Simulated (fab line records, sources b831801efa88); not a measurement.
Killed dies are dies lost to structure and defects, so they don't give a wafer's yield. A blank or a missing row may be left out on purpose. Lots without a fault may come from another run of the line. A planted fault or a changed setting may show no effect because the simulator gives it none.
Which tool did it? | flow sfq_line | 7 lots, 21 wafers sampled, at 3 steps of a route of 325

WHAT THE GAUGES READ, wafer by wafer
SFQ_JJ_RS_MEAS_929: measures by four-point-probe.
lot  | measured     | on            | JJ_NB_RS (ohm/sq)
L842 | day 50 18:52 | film_metro-01 | 1.039 1.045 1.062
L844 | day 57 09:13 | film_metro-01 | 1.058 1.051 1.058
L848 | day 58 15:06 | film_metro-04 | 1.060 1.057 1.056
L854 | day 60 23:32 | film_metro-04 | 1.059 1.044 1.055
L856 | day 61 04:20 | film_metro-02 | 1.056 1.061 1.075
L858 | day 61 10:20 | film_metro-02 | 1.054 1.041 1.052
L862 | day 63 17:59 | film_metro-01 | 1.053 1.058 1.035

WHICH TOOL RAN EACH LOT (tool, then ch and the chambers of the sampled wafers, then the start)
lot  | SFQ_TRILAYER_I4_DEP_PECVD_099   | SFQ_TRILAYER_I4_VIA_STRIP_STRIP_107
L842 | pecvd-01 ch 1,2, day 50 09:55   | rie_metal-03 ch 1, day 50 16:53
L844 | pecvd-01 ch 0,1,2, day 51 08:14 | rie_metal-02 ch 0,1, day 57 07:14
L848 | pecvd-01 ch 1,2, day 52 13:10   | rie_metal-01 ch 0,1, day 58 13:07
L854 | pecvd-04 ch 0,2, day 55 03:41   | rie_metal-01 ch 0,1, day 60 21:43
L856 | pecvd-02 ch 0,1, day 55 08:29   | rie_metal-03 ch 0,1, day 61 02:19
L858 | pecvd-02 ch 0,1, day 55 16:25   | rie_metal-02 ch 0,1, day 61 08:31
L862 | pecvd-02 ch 0,1, day 57 19:49   | rie_metal-02 ch 0,1, day 63 16:01
- SFQ_TRILAYER_I4_DEP_PECVD_099: deposits SiO2 from SiH4/N2O, time 111.11 s, target thk 500 nm.
- SFQ_TRILAYER_I4_VIA_STRIP_STRIP_107: strips in O2.

THE ANSWER, worked out from the rows above alone
Rule: what is usual is taken from the lots themselves. Put in order of their means at a reading, lots are off if they are a third of the lots or fewer, leave a main group of 4 or more, and stand apart from it by a gap of 3 or more times the standard deviation of the main group's means; of several such gaps the widest counts. A main group whose means are all the same, to the digits that the tables above print for the reading, isn't used. A lot without any number at a reading at which 4 lots or more have one is off too. The other lots that the step has rows for count as sound.
No lot is off at any reading shown: from this, nothing can be told.

WHAT THE SIMULATOR HAD PUT IN
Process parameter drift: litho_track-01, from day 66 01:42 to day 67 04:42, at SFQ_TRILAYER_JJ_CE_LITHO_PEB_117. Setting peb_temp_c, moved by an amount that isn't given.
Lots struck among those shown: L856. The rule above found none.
